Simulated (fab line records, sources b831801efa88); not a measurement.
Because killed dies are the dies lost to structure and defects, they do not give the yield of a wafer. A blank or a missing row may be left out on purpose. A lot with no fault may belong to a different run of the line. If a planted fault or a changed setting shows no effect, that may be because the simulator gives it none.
fab line records    flow sky130
[record] lots = 6  wafers = 18  lastDay = 50
route steps=708 shown RES_XHIGH@339 SD_N@342
lots that met no fault: taken from a fault-free run of the same line
startH: hours from the record's first day to the start of the lot's first wafer shown    waitH: hours elapsed since this lot's preceding step    " repeats the value in the row above    L1.1+2: several wafers, shown together as one row    - either no value or no given start    * or withheld: withheld    < > ~ a bound
route shown NAME@n: names a module that has steps shown in the file, with the first one's number in the route    usual: mean/standard deviation taken from wafers without a fault    same: alike in all rows    chamber/n: place in a boat    sites: readings site by site    _std_site: the values' standard deviation    _edge_site: inner sites' mean taken away from outer sites' mean    radiusMm: how far each site lies from the wafer's centre    mask NAME#n: copy n    behind: the tool/chamber that last shaped the wafer    hold: cause of the lot's hold/its duration in hours/its outcome    device: transistor that didn't switch, given as n, p or np    end of line: at the end of the route, the tests of the same wafers    a step with no rows: only its recipe    killed: the dies lost at the first sort to structure and to defects; this is not the yield of the wafer    map: shows each die of a wafer: x if killed, . if not, _ if none is there
set.NAME: the run value of the setting; set.NAME@STEP: its run value at that earlier step    model.NAME: the simulator's own value behind a step, which no gauge read
a table for each step, a row for each wafer; lots at some steps of the route
services: the hour from which a tool's chamber was out of use, counted from the record's first day as startH (under 0 if before that day), plus the number of hours and why
[[steps]]
[step SKY_RES_XHIGH_IMPLANT_07]
[recipe] species = BF2  energyKev = 20  doseCm2 = 3.6e+14  tiltDeg = 0
[step SKY_RES_XHIGH_STRIP_08]
[recipe] chemistry = O2/N2  powerW = 1400  pressureMtorr = 1500  platenTempC = withheld  o2FlowSccm = 3000  n2FlowSccm = 300  overashFraction = 0.5
[usual] drypumpMotorCurrentA = 5.65/0.26  n2FlowSccm = 300.0/0.92  oesProductAu = 0.711/0.0052  stripTimeToEndpointS = 14.27/0.041
lot.wafer  tool            chamber  startH  waitH  drypumpMotorCurrentA  n2FlowSccm  oesProductAu  rfHoursCounterH  stripTimeToEndpointS
L372.3     plasmaAsher-02  0        644.62  0.1    5.98                  299.7       0.706         -                14.28
L372.4     "               1        "       "      6.09                  300.4       0.719         -                14.24
L372.5     "               1        "       "      6.08                  300.6       0.716         -                14.25
L375.1     plasmaAsher-04  0        670.83  0.1    5.77                  299.9       0.722         23               14.28
L375.2     "               1        "       "      5.73                  300.0       0.702         23               14.33
L375.6     "               0        "       "      5.77                  299.6       0.723         -                14.29
L376.2     plasmaAsher-03  1        679.28  0.1    5.53                  301.0       0.709         53               14.26
L376.3     "               0        "       "      5.22                  301.7       0.703         -                14.21
L376.5     "               1        "       "      5.56                  301.1       0.706         -                14.27
L377.1     plasmaAsher-04  1        684.89  0.1    5.71                  301.7       0.711         25               14.23
L377.5     "               1        "       "      5.71                  299.8       0.720         -                14.23
L377.6     "               0        "       "      5.78                  298.7       0.710         -                14.17
L385.2     plasmaAsher-04  0        777.59  0.1    5.79                  299.8       0.708         34               14.25
L385.3     "               0        "       "      5.79                  299.1       0.730         -                14.28
L385.4     "               1        "       "      5.70                  301.6       0.714         -                14.26
L389.2     plasmaAsher-03  0        804.53  0.1    5.20                  299.6       0.710         66               14.29
L389.5     "               0        "       "      5.23                  300.1       0.715         -                14.24
L389.6     "               1        "       "      5.57                  299.1       0.711         -                14.22
[step SKY_RES_XHIGH_TW_MEAS_09]
[usual] RES_XHIGH_TW = 1629/8.3
lot.wafer  tool          chamber  startH  waitH  RES_XHIGH_TW
L372.3     filmMetro-01  -        644.71  0.1    1645
L372.4     "             -        "       "      1643
L372.5     "             -        "       "      1637
L375.1     filmMetro-01  -        670.93  0.1    1634
L375.2     "             -        "       "      1636
L375.6     "             -        "       "      1625
L376.2     filmMetro-02  -        679.39  0.1    1625
L376.3     "             -        "       "      1633
L376.5     "             -        "       "      1627
L377.1     filmMetro-01  -        684.99  0.1    1627
L377.5     "             -        "       "      1636
L377.6     "             -        "       "      1642
L385.2     filmMetro-02  -        777.70  0.1    1616
L385.3     "             -        "       "      1624
L385.4     "             -        "       "      1621
L389.2     filmMetro-01  -        804.64  0.1    1634
L389.5     "             -        "       "      1635
L389.6     "             -        "       "      1631
[step SKY_SD_N_DEHYDRATE_00]
[recipe] tempC = 200  timeS = 60
[step SKY_SD_N_HMDS_01]
[recipe] primeTimeS = 60  primeTempC = 120
[step SKY_SD_N_COAT_02]
[recipe] resist = NOVOLAK  spinRpm = 3000  resistThkNm = 1140
[step SKY_SD_N_SOFTBAKE_03]
[recipe] tempC = 90  timeS = 60  resist = NOVOLAK
[step SKY_SD_N_EXPOSE_04]
[recipe] maskId = NSDM  na = 0.6  sourceShape = conventional  sigmaOuter = 0.6  polarization = unpolarized  targetCdNm = 380  doseMj = 141
[step SKY_SD_N_PEB_05]
[recipe] tempC = withheld  timeS = *  resist = NOVOLAK
[step SKY_SD_N_DEVELOP_06]
[recipe] resist = NOVOLAK  developer = TMAH  developTimeS = 60  devTempC = 23
[step SKY_SD_N_CD_MEAS_07]
[recipe] targetCdNm = 380
[usual] cdNm = 380.0/2.3
lot.wafer  tool      chamber  startH  waitH  cdNm
L372.3     cdSem-01  -        672.62  0.1    378.4
L372.4     "         -        "       "      377.8
L372.5     "         -        "       "      379.5
L375.1     cdSem-01  -        697.72  0.1    377.7
L375.2     "         -        "       "      379.1
L375.6     "         -        "       "      380.0
L376.2     cdSem-01  -        706.79  0.3    376.1
L376.3     "         -        "       "      378.2
L376.5     "         -        "       "      378.8
L377.1     cdSem-01  -        712.20  0.2    382.6
L377.5     "         -        "       "      383.9
L377.6     "         -        "       "      382.0
L385.2     cdSem-02  -        803.14  0.1    379.0
L385.3     "         -        "       "      376.8
L385.4     "         -        "       "      379.1
L389.2     cdSem-02  -        829.65  0.1    378.7
L389.5     "         -        "       "      376.5
L389.6     "         -        "       "      380.5
[step SKY_SD_N_OVL_MEAS_08]
[usual] SD_N_OVL = -1.1/1.3
lot.wafer  tool        chamber  startH  waitH  SD_N_OVL[nm]
L372.3     overlay-01  -        672.71  0.1    -0.8
L372.4     "           -        "       "      -2.5
L372.5     "           -        "       "      -1.3
L375.1     overlay-01  -        697.84  0.1    -1.0
L375.2     "           -        "       "      -1.4
L375.6     "           -        "       "      -1.9
L376.2     overlay-02  -        706.90  0.1    -3.1
L376.3     "           -        "       "      -1.9
L376.5     "           -        "       "      -3.5
L377.1     overlay-02  -        712.32  0.1    -0.2
L377.5     "           -        "       "      0.0
L377.6     "           -        "       "      -1.6
L385.2     overlay-01  -        803.25  0.1    -1.1
L385.3     "           -        "       "      -1.9
L385.4     "           -        "       "      -2.1
L389.2     overlay-02  -        829.76  0.1    -1.6
L389.5     "           -        "       "      -2.0
L389.6     "           -        "       "      -2.4
[step SKY_SD_N_IMPLANT_09]
[recipe] species = As  energyKev = 50  doseCm2 = 4e+15  tiltDeg = 0
[usual] beamEnergyKeV = 50.003/0.015  beamOnS = 19.0/1.9  implantIonAmu = 75/0
lot.wafer  tool          chamber  startH  waitH  beamEnergyKeV  beamOnS  implantIonAmu
L372.3     implanter-02  0        672.79  0.1    49.994         22.8     75
L372.4     "             0        "       "      49.997         21.9     75
L372.5     "             0        "       "      49.998         22.5     75
L375.1     implanter-01  0        697.88  0.0    50.000         17.6     75
L375.2     "             0        "       "      50.005         17.6     75
L375.6     "             0        "       "      49.995         17.2     75
L376.2     implanter-02  -        706.95  0.0    -              -        -
L376.3     "             -        "       "      -              -        -
L376.5     "             -        "       "      -              -        -
L377.1     implanter-04  -        712.36  0.0    -              -        -
L377.5     "             -        "       "      -              -        -
L377.6     "             -        "       "      -              -        -
L385.2     implanter-02  0        803.30  0.0    50.009         21.9     75
L385.3     "             0        "       "      49.990         22.6     75
L385.4     "             0        "       "      49.992         23.2     75
L389.2     implanter-02  0        829.81  0.0    49.986         23.6     75
L389.5     "             0        "       "      50.014         22.9     75
L389.6     "             0        "       "      49.988         22.9     75
[step SKY_SD_N_IMPLANT_10]
[recipe] species = P  energyKev = 20  doseCm2 = 1e+14  tiltDeg = 0
[step SKY_SD_N_STRIP_11]
[recipe] chemistry = O2/N2  powerW = 1400  pressureMtorr = 1500  platenTempC = withheld  o2FlowSccm = 3000  n2FlowSccm = 300  overashFraction = 0.5
[usual] drypumpMotorCurrentA = 5.8/0.41  n2FlowSccm = 300.1/0.97  oesProductAu = 0.528/0.0046  stripTimeToEndpointS = 22.55/0.045
lot.wafer  tool            chamber  startH  waitH  drypumpMotorCurrentA  n2FlowSccm  oesProductAu  rfHoursCounterH  stripTimeToEndpointS
L372.3     plasmaAsher-03  0        673.07  0.1    5.2                   300.6       0.524         -                22.55
L372.4     "               1        "       "      5.6                   299.4       0.531         -                22.56
L372.5     "               1        "       "      5.6                   299.8       0.528         -                22.54
L375.1     plasmaAsher-03  1        698.18  0.1    5.6                   302.0       0.522         55               22.54
L375.2     "               0        "       "      5.2                   300.7       0.528         55               22.50
L375.6     "               1        "       "      5.6                   300.6       0.519         -                22.54
L376.2     plasmaAsher-01  0        707.23  0.1    5.6                   299.2       0.715         101              14.21
L376.3     "               0        "       "      5.6                   299.4       0.719         -                14.22
L376.5     "               0        "       "      5.5                   300.3       0.715         -                14.22
L377.1     plasmaAsher-04  1        712.66  0.1    5.7                   300.8       0.718         27               14.22
L377.5     "               0        "       "      5.8                   301.0       0.719         -                14.19
L377.6     "               1        "       "      5.7                   300.9       0.713         -                14.19
L385.2     plasmaAsher-01  1        803.58  0.1    6.6                   298.6       0.527         6                22.57
L385.3     "               0        "       "      5.6                   300.2       0.529         -                22.53
L385.4     "               1        "       "      6.6                   299.4       0.535         -                22.52
L389.2     plasmaAsher-04  0        830.09  0.1    5.8                   300.6       0.528         39               22.56
L389.5     "               1        "       "      5.7                   301.1       0.531         -                22.52
L389.6     "               0        "       "      5.8                   301.0       0.526         -                22.56
[step SKY_SD_N_TW_MEAS_12]
[usual] SD_N_TW = 3952/26
lot.wafer  tool          chamber  startH  waitH  SD_N_TW
L372.3     filmMetro-02  -        673.16  0.1    3936
L372.4     "             -        "       "      3942
L372.5     "             -        "       "      3940
L375.1     filmMetro-02  -        698.28  0.1    3958
L375.2     "             -        "       "      3983
L375.6     "             -        "       "      3947
L376.2     filmMetro-01  -        707.34  0.1    1377
L376.3     "             -        "       "      1379
L376.5     "             -        "       "      1373
L377.1     filmMetro-03  -        712.76  0.1    1370
L377.5     "             -        "       "      1377
L377.6     "             -        "       "      1370
L385.2     filmMetro-03  -        803.69  0.1    3944
L385.3     "             -        "       "      3959
L385.4     "             -        "       "      3950
L389.2     filmMetro-03  -        830.20  0.1    3912
L389.5     "             -        "       "      3906
L389.6     "             -        "       "      3910
[step SKY_SD_N_CLEAN_13]
[recipe] chemistry = SC1/SC2  mix = 1:4:20  tempC = 70  timeS = 150  dry = n2Spin
[step SKY_SD_N_RTA_14]
[recipe] tempC = 1075  timeS = 2  idleTempC = 650  rampUpCPerS = 150  rampDownCPerS = 90  ambient = N2
[usual] lampPowerPct = 15.74/0.049  wafer_temp_C_max = 1078.3/1.4
lot.wafer  tool          chamber  startH  waitH  lampPowerPct  wafer_temp_C_max
L372.3     rtpAnneal-01  0        673.27  0.0    15.77         1077.3
L372.4     "             0        "       "      15.78         1078.6
L372.5     "             0        "       "      15.74         1077.7
L375.1     rtpAnneal-02  0        698.39  0.0    15.79         1078.4
L375.2     "             0        "       "      15.72         1079.1
L375.6     "             0        "       "      15.80         1079.0
L376.2     rtpAnneal-01  0        707.45  0.0    15.64         1082.4
L376.3     "             0        "       "      15.83         1076.8
L376.5     "             0        "       "      15.74         1080.4
L377.1     rtpAnneal-02  0        712.87  0.0    15.82         1077.8
L377.5     "             0        "       "      15.71         1079.6
L377.6     "             0        "       "      15.78         1079.0
L385.2     rtpAnneal-02  0        803.80  0.0    15.77         1078.4
L385.3     "             0        "       "      15.77         1080.0
L385.4     "             0        "       "      15.67         1079.8
L389.2     rtpAnneal-01  0        830.31  0.0    15.65         1081.2
L389.5     "             0        "       "      15.69         1077.8
L389.6     "             0        "       "      15.73         1080.3
[step SKY_SD_N_RS_MEAS_16]
[recipe] thkMeasGauge = four-point-probe
[usual] SD_N_RS = 68.58/0.13
lot.wafer  tool          chamber  startH  waitH  SD_N_RS[ohm/sq]
L372.3     filmMetro-01  -        673.46  0.1    68.39
L372.4     "             -        "       "      68.56
L372.5     "             -        "       "      68.51
L375.1     filmMetro-03  -        698.56  0.1    68.46
L375.2     "             -        "       "      68.60
L375.6     "             -        "       "      68.51
L376.2     filmMetro-02  -        707.63  0.1    441.09
L376.3     "             -        "       "      441.95
L376.5     "             -        "       "      443.24
L377.1     filmMetro-01  -        713.05  0.1    442.17
L377.5     "             -        "       "      442.08
L377.6     "             -        "       "      442.32
L385.2     filmMetro-01  -        803.98  0.1    68.63
L385.3     "             -        "       "      68.68
L385.4     "             -        "       "      68.65
L389.2     filmMetro-01  -        830.49  0.1    68.50
L389.5     "             -        "       "      68.60
L389.6     "             -        "       "      68.49
[[services]]
tool            chamber  startH  hours  kind
implanter-01    -        623.69  17.0   repair
implanter-04    -        643.89  3.8    pm
implanter-02    -        653.42  3.9    pm
implanter-04    -        662.71  2.1    repair
implanter-04    -        664.83  3.1    pm
implanter-04    -        667.28  3.6    repair
implanter-01    -        683.17  2.7    repair
implanter-04    -        694.34  8.8    repair
plasmaAsher-01  -        697.61  1.4    repair
implanter-02    -        708.46  9.9    pm
plasmaAsher-01  -        733.75  9.0    pm
plasmaAsher-01  0        733.75  9.0    ventCycle
plasmaAsher-01  1        733.75  9.0    ventCycle
plasmaAsher-01  0        742.75  -      clean
plasmaAsher-01  1        742.75  -      clean
plasmaAsher-02  -        743.12  15.6   pm
implanter-02    -        748.73  1.9    repair
implanter-02    -        748.87  6.4    repair
implanter-02    -        752.90  4.7    repair
plasmaAsher-01  -        780.32  0.9    repair
implanter-01    -        807.97  4.4    pm
implanter-02    -        813.43  2.0    repair
plasmaAsher-03  -        826.88  6.9    repair
[[key]]
[firstSign] step = SKY_SD_N_IMPLANT_09  reading = toolRecord  direction = missing
[effect] step = SKY_SD_N_STRIP_11  reading = stripTimeToEndpointS  direction = down  sigmas = 99+  usual = *  struck = *
[effect] step = SKY_SD_N_TW_MEAS_12  reading = SD_N_TW  direction = down  sigmas = 99  usual = 3952  struck = 1374
[effect] step = SKY_SD_N_RS_MEAS_16  reading = SD_N_RS  direction = up  sigmas = 99+  usual = 68.58  struck = 442.14
metAt SKY_SD_N_IMPLANT_09
struckWafers L376.2,L376.3,L376.5,L377.1,L377.5,L377.6
laterRowsLeftOut L376.2,L376.3,L376.5,L377.1,L377.5,L377.6
sortLeftOut L376.2,L376.3,L376.5,L377.1,L377.5,L377.6
testerLeftOut L376,L377
onsetBetween 672.79 706.95
[fault] kind = skippedStepWhole  tool = implanter-02,implanter-04  chamber = -  onsetH = 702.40  steps = SKY_SD_N_IMPLANT_09  scope = struckLotsOnly
// testerLeftOut: of these lots the tester's yield and bins aren't shown, on N5 and GAA mostly nor the transistor test; their killed dies are dies lost to structure and defects alone, not to doping, threshold or leakage, so they don't give the yield
// sortLeftOut: the simulated sort isn't trusted on such a fault, so these wafers' sort isn't shown, and their yield isn't known
// laterRowsLeftOut: the simulator's readings of these wafers behind a module that went badly wrong aren't trusted and aren't shown, but for the sort
